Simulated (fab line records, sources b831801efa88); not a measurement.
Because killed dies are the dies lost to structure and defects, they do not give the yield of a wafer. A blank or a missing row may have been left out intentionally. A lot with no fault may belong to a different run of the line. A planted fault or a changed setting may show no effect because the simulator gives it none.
Which tool was responsible?	flow sky130	33 wafers from 11 lots sampled at 6 of the route's 708 steps

== WHAT THE GAUGES READ, wafer by wafer ==
The record holds no reading of a measuring or inspecting step that can be judged against a usual standard deviation.

== TOOL THAT RAN EACH LOT (tool first, then ch and the chambers of the sampled wafers, then the start) ==
lot	SKY_VIA2_CVD_21	SKY_METAL3_SPUTTER_00	SKY_METAL3_SPUTTER_03	SKY_CAPM_METAL_ETCH_13	SKY_METAL3_ETCH_17	SKY_PAD_OPEN_PROBE_99
L328	cvdW-02 ch 0,1, day 37 03:12	pvdSputter-04, day 37 03:49	pvdSputter-04, day 37 03:53	rieMetal-02 ch 0,1, day 38 05:38	rieDiel-02 ch 1,2,3, day 39 07:47	prober-01, day 46 14:07
L330	cvdW-01 ch 0,1, day 37 20:11	pvdSputter-04, day 37 20:47	pvdSputter-04, day 37 20:53	rieMetal-03 ch 0, day 38 21:56	rieDiel-04 ch 1,2,3, day 39 23:11	-
L329	cvdW-02 ch 0,1, day 37 21:22	pvdSputter-04, day 37 21:59	pvdSputter-04, day 37 22:04	rieMetal-03 ch 0, day 38 23:23	rieDiel-02 ch 0,1, day 40 01:17	-
L331	cvdW-01 ch 0,1, day 37 22:19	pvdSputter-02, day 37 22:55	pvdSputter-02, day 37 23:01	rieMetal-02 ch 0,1, day 39 00:53	rieDiel-01 ch 0,2,3, day 40 02:57	-
L332	cvdW-01 ch 0, day 38 01:50	pvdSputter-02, day 38 02:31	pvdSputter-02, day 38 02:37	rieMetal-04 ch 0,1, day 39 03:32	rieDiel-04 ch 0,2,3, day 40 04:44	-
L340	cvdW-02 ch 0,1, day 41 13:37	pvdSputter-01, day 41 14:29	pvdSputter-01, day 41 14:35	rieMetal-03 ch 0,1, day 42 13:44	rieDiel-04 ch 0,1,2, day 43 14:14	-
L342	cvdW-02 ch 0,1, day 41 20:34	pvdSputter-01, day 41 21:11	pvdSputter-01, day 41 21:16	rieMetal-03 ch 1, day 42 21:32	rieDiel-01 ch 1,2, day 43 21:44	prober-02, day 50 05:59
L344	cvdW-02 ch 0,1, day 42 05:28	pvdSputter-01, day 42 06:05	pvdSputter-01, day 42 06:10	rieMetal-02 ch 0,1, day 43 05:57	rieDiel-02 ch 1,2,3, day 44 05:49	prober-02, day 50 12:04
L347	cvdW-02 ch 0, day 42 16:40	pvdSputter-01, day 42 17:17	pvdSputter-01, day 42 17:22	rieMetal-04 ch 0, day 43 17:06	rieDiel-04 ch 1,2,3, day 44 17:04	-
L348	cvdW-01 ch 0,1, day 43 02:53	pvdSputter-01, day 43 03:26	pvdSputter-01, day 43 03:32	rieMetal-04 ch 0,1, day 44 01:55	rieDiel-04 ch 2,3, day 45 01:41	prober-01, day 51 02:49
L349	cvdW-01 ch 0,1, day 43 07:31	pvdSputter-01, day 43 08:07	pvdSputter-01, day 43 08:13	rieMetal-02 ch 0,1, day 44 07:24	rieDiel-01 ch 0,2, day 45 07:27	prober-02, day 51 06:00
- SKY_VIA2_CVD_21: deposits W, target thk 420 nm, time 126.4 s.
- SKY_METAL3_SPUTTER_00: material Ti, target thk 15 nm, time 10 s.
- SKY_METAL3_SPUTTER_03: material Ti, target thk 5 nm, time 3.3 s.
- SKY_CAPM_METAL_ETCH_13: etches TiN in Cl2/BCl3, stops on SiO2, target depth 220 nm, time 62.9 s.
- SKY_METAL3_ETCH_17: etches SiO2 in C4F8/O2/Ar, stops on TiN, time 3.9 s, target depth 15 nm.
- SKY_PAD_OPEN_PROBE_99

== AS READ BY THE TOOLS THEMSELVES (means over the sampled wafers that have a number; for cases with no such wafer, the mark the record gives instead) ==
SKY_VIA2_CVD_21.
lot	tool	heaterPowerW (W)
L328	cvdW-02	781
L330	cvdW-01	884
L329	cvdW-02	795
L331	cvdW-01	868
L332	cvdW-01	846
L340	cvdW-02	747
L342	cvdW-02	778
L344	cvdW-02	781
L347	cvdW-02	715
L348	cvdW-01	873
L349	cvdW-01	879

SKY_METAL3_SPUTTER_00.
lot	tool	cathodeDcPowerW (W)	throttleValvePct (%)
L328	pvdSputter-04	3000.0	30.4
L330	pvdSputter-04	2999.8	30.6
L329	pvdSputter-04	3000.1	30.5
L331	pvdSputter-02	3000.0	28.9
L332	pvdSputter-02	2999.9	30.6
L340	pvdSputter-01	2999.9	29.9
L342	pvdSputter-01	3000.0	30.5
L344	pvdSputter-01	2999.7	29.9
L347	pvdSputter-01	3000.4	29.2
L348	pvdSputter-01	2999.5	29.8
L349	pvdSputter-01	3000.0	30.1

SKY_METAL3_SPUTTER_03.
lot	tool	cathodeDcPowerW (W)	throttleValvePct (%)
L328	pvdSputter-04	2999.6	30.5
L330	pvdSputter-04	2999.7	30.7
L329	pvdSputter-04	2999.8	30.4
L331	pvdSputter-02	2999.9	28.9
L332	pvdSputter-02	2999.9	30.9
L340	pvdSputter-01	3000.2	29.9
L342	pvdSputter-01	2999.9	30.5
L344	pvdSputter-01	2999.9	29.8
L347	pvdSputter-01	3000.1	29.1
L348	pvdSputter-01	3000.0	30.0
L349	pvdSputter-01	2999.7	29.9

SKY_CAPM_METAL_ETCH_13.
lot	tool	drypumpMotorCurrentA (A)	oesProductAu (a.u.)	runLengthS (s)	throttleValvePct (%)
L328	rieMetal-02	6.0	0.942	91.4	21.904
L330	rieMetal-03	5.7	0.939	90.6	21.903
L329	rieMetal-03	5.7	0.938	90.8	21.902
L331	rieMetal-02	6.0	0.941	91.4	21.908
L332	rieMetal-04	5.7	0.938	91.1	21.906
L340	rieMetal-03	6.0	0.920	94.4	21.918
L342	rieMetal-03	6.1	0.927	94.7	21.907
L344	rieMetal-02	5.9	0.939	91.4	21.894
L347	rieMetal-04	4.8	0.945	90.5	21.893
L348	rieMetal-04	5.2	0.942	90.8	21.896
L349	rieMetal-02	6.0	0.950	91.2	21.901

SKY_METAL3_ETCH_17.
lot	tool	oesProductAu (a.u.)
L328	rieDiel-02	0.761
L330	rieDiel-04	0.754
L329	rieDiel-02	0.760
L331	rieDiel-01	0.763
L332	rieDiel-04	0.759
L340	rieDiel-04	0.731
L342	rieDiel-01	0.736
L344	rieDiel-02	0.757
L347	rieDiel-04	0.756
L348	rieDiel-04	0.760
L349	rieDiel-01	0.753

SKY_PAD_OPEN_PROBE_99.
lot	tool	defectLimitedYield (%)	killed_at_M0_to_M3	killed_at_M4_up	killedAtContacts	killedAtFrontEnd	killedAtOther	killedDies	killedOpen	killedShort	sort_bin_3_pad_short (%)	sort_bin_5_function (%)	sort_bin_6_memory (%)	sortNPass	sortYieldPct (%)
L328	prober-01	80.4	53	3.3	24	16	0.0	96	54	42	0.9	12.3	6.4	396	80.4
L342	prober-02	80.6	49	3.7	27	16	0.3	96	52	43	0.9	12.1	6.4	396	80.6
L344	prober-02	84.0	46	2.0	18	13	0.3	79	43	36	0.9	9.5	5.6	413	84.0
L348	prober-01	84.4	44	1.7	17	15	0.3	77	43	34	1.0	9.4	5.3	415	84.4
L349	prober-02	83.1	42	1.3	27	13	0.0	83	45	38	1.0	10.0	5.8	409	83.1

== THE ANSWER, worked out from the rows above alone ==
Rule: the usual values come from the lots themselves. Put in order of their means at a reading, lots are off if they are a third of the lots or fewer, leave a main group of 4 or more, and stand apart from it by a gap of 3 or more times the standard deviation of the main group's means; of several such gaps the widest counts. A main group is skipped when, at the precision printed for the reading in the tables above, its means are all equal. A lot without any number at a reading at which 4 lots or more have one is off too. All remaining lots with rows at the step are treated as sound. After the gauges, taken in route order, come the tools' own readings; for these a lot's mean is taken, as printed above. The first step at which some lot is off is used, and at that step the reading that is off furthest; a lot without a number counts as furthest.
Off: L340, L342 (SKY_CAPM_METAL_ETCH_13, runLengthS). For the main group the mean is 91.0 s and the standard deviation 0.34.
A tool fits if, at that step or a process step before it, it ran every lot that is off, and no sound lot after the first of them. One fits: rieMetal-03 at SKY_CAPM_METAL_ETCH_13. A fault onset in the window from L329 (day 38 23:23, its last sound lot) to L340 (day 42 13:44, its first lot off) fits.
The tool's own readings at SKY_CAPM_METAL_ETCH_13 bear it out: on the lots that are off they differ by more than 5 times the standard deviation of the sound lots' means. runLengthS reads 94.6 s there against 91.0 s on the sound lots.

== WHAT WAS PUT IN BY THE SIMULATOR ==
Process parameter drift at SKY_CAPM_METAL_ETCH_13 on rieMetal-03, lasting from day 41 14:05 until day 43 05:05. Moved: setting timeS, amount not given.
Struck lots among those shown: L340, L342. Same finding as the rule above.
